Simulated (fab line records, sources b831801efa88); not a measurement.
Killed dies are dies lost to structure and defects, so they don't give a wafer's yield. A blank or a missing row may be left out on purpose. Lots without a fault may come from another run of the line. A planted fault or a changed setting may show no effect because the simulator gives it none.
Tool commonality check | flow sky130 | 10 lots, 30 wafers sampled

WHY IT WAS OPENED
At SKY_VIA2_RS_MEAS_22 the reading VIA2_W_RS is flagged on 1 of 10 lots. Wafers without a fault read 0.270 ohm/sq, standard deviation 0.0033.
Rule: a lot is flagged when every wafer of it that has a number lies more than 4 standard deviations from that mean, or none has a number. The other lots count as sound.

lot  | measured     | on            | VIA2_W_RS (ohm/sq), wafer by wafer | flag
L851 | day 34 08:21 | film_metro-04 | 0.262 0.266 0.264                  |
L854 | day 34 22:44 | film_metro-04 | 0.271 0.268 0.266                  |
L856 | day 35 08:54 | film_metro-03 | 0.273 0.264 0.270                  |
L857 | day 36 00:13 | film_metro-03 | 0.480 0.485 0.482                  | FLAGGED
L863 | day 37 11:09 | film_metro-03 | 0.270 0.270 0.263                  |
L866 | day 38 10:10 | film_metro-04 | 0.274 0.271 0.267                  |
L867 | day 38 18:25 | film_metro-03 | 0.270 0.275 0.277                  |
L870 | day 45 17:20 | film_metro-03 | 0.272 0.269 0.274                  |
L869 | day 45 21:31 | film_metro-03 | 0.268 0.267 0.270                  |
L873 | day 46 00:50 | film_metro-03 | 0.274 0.271 0.271                  |
The numbers of the flagged lots are 0.482 ohm/sq on average: +0.212 ohm/sq against the usual, or +64 standard deviations.

WHICH TOOL RAN EACH LOT
The record holds 2 process steps before the reading, out of a route of 708 steps. In each cell: the tool, then ch and the chambers that the sampled wafers went through, then the start.
lot  | flag    | SKY_VIA2_CMP_02               | SKY_VIA2_CVD_21
L851 |         | cmp-02 ch 0,2,3, day 33 04:28 | cvd_w-01 ch 0,1, day 34 08:13
L854 |         | cmp-02 ch 0,2, day 33 19:08   | cvd_w-02 ch 0,1, day 34 22:35
L856 |         | cmp-01 ch 1,2, day 34 04:32   | cvd_w-01 ch 0,1, day 35 08:46
L857 | FLAGGED | cmp-01 ch 0,2,3, day 34 19:26 | cvd_w-02 ch 1, day 36 00:04
L863 |         | cmp-01 ch 1,2,3, day 36 07:49 | cvd_w-01 ch 0,1, day 37 11:01
L866 |         | cmp-02 ch 0,1,3, day 37 05:50 | cvd_w-01 ch 0,1, day 38 10:02
L867 |         | cmp-02 ch 1,3, day 37 13:55   | cvd_w-02 ch 0,1, day 38 18:17
L870 |         | cmp-01 ch 0,1,3, day 44 19:47 | cvd_w-01 ch 0,1, day 45 17:11
L869 |         | cmp-01 ch 0,2, day 45 00:28   | cvd_w-01 ch 0,1, day 45 21:22
L873 |         | cmp-02 ch 0,2, day 45 03:43   | cvd_w-02 ch 0, day 46 00:41
What these steps do:
- SKY_VIA2_CMP_02: polishes SiO2.
- SKY_VIA2_CVD_21: deposits W, target thk 420 nm, time 126.4 s.
- SKY_VIA2_RS_MEAS_22: measures by four-point-probe.

FLAGGED OVER TOTAL, TOOL BY TOOL (the gauges that took the reading come last)
step                | tool          | lots run | flagged | share of the flagged lots | sound lots run after its first flagged lot
SKY_VIA2_CMP_02     | cmp-01        | 5        | 1       | all                       | 3 (L863,L870,L869)
SKY_VIA2_CMP_02     | cmp-02        | 5        | 0       | none                      | -
SKY_VIA2_CVD_21     | cvd_w-01      | 6        | 0       | none                      | -
SKY_VIA2_CVD_21     | cvd_w-02      | 4        | 1       | all                       | 2 (L867,L873)
SKY_VIA2_RS_MEAS_22 | film_metro-03 | 7        | 1       | all                       | 5 (L863,L867,L870,L869,L873)
SKY_VIA2_RS_MEAS_22 | film_metro-04 | 3        | 0       | none                      | -

WHAT THE TABLE ALLOWS
3 rows of the table ran every flagged lot: cmp-01 at SKY_VIA2_CMP_02, cvd_w-02 at SKY_VIA2_CVD_21, film_metro-03 at SKY_VIA2_RS_MEAS_22.
- cmp-01 at SKY_VIA2_CMP_02: 1 of its 5 lots flagged. Sound lots ran on it after the first flagged one (L863, L870, L869), which a lasting fault on the whole tool wouldn't allow.
- cvd_w-02 at SKY_VIA2_CVD_21: 1 of its 4 lots flagged. Sound lots ran on it after the first flagged one (L867, L873), which a lasting fault on the whole tool wouldn't allow.
- film_metro-03 at SKY_VIA2_RS_MEAS_22: 1 of its 7 lots flagged. Sound lots ran on it after the first flagged one (L863, L867, L870, L869, L873), which a lasting fault on the whole tool wouldn't allow.
No row of the table ran every flagged lot and no sound lot after the first.

WHAT THE SIMULATOR HAD PUT IN
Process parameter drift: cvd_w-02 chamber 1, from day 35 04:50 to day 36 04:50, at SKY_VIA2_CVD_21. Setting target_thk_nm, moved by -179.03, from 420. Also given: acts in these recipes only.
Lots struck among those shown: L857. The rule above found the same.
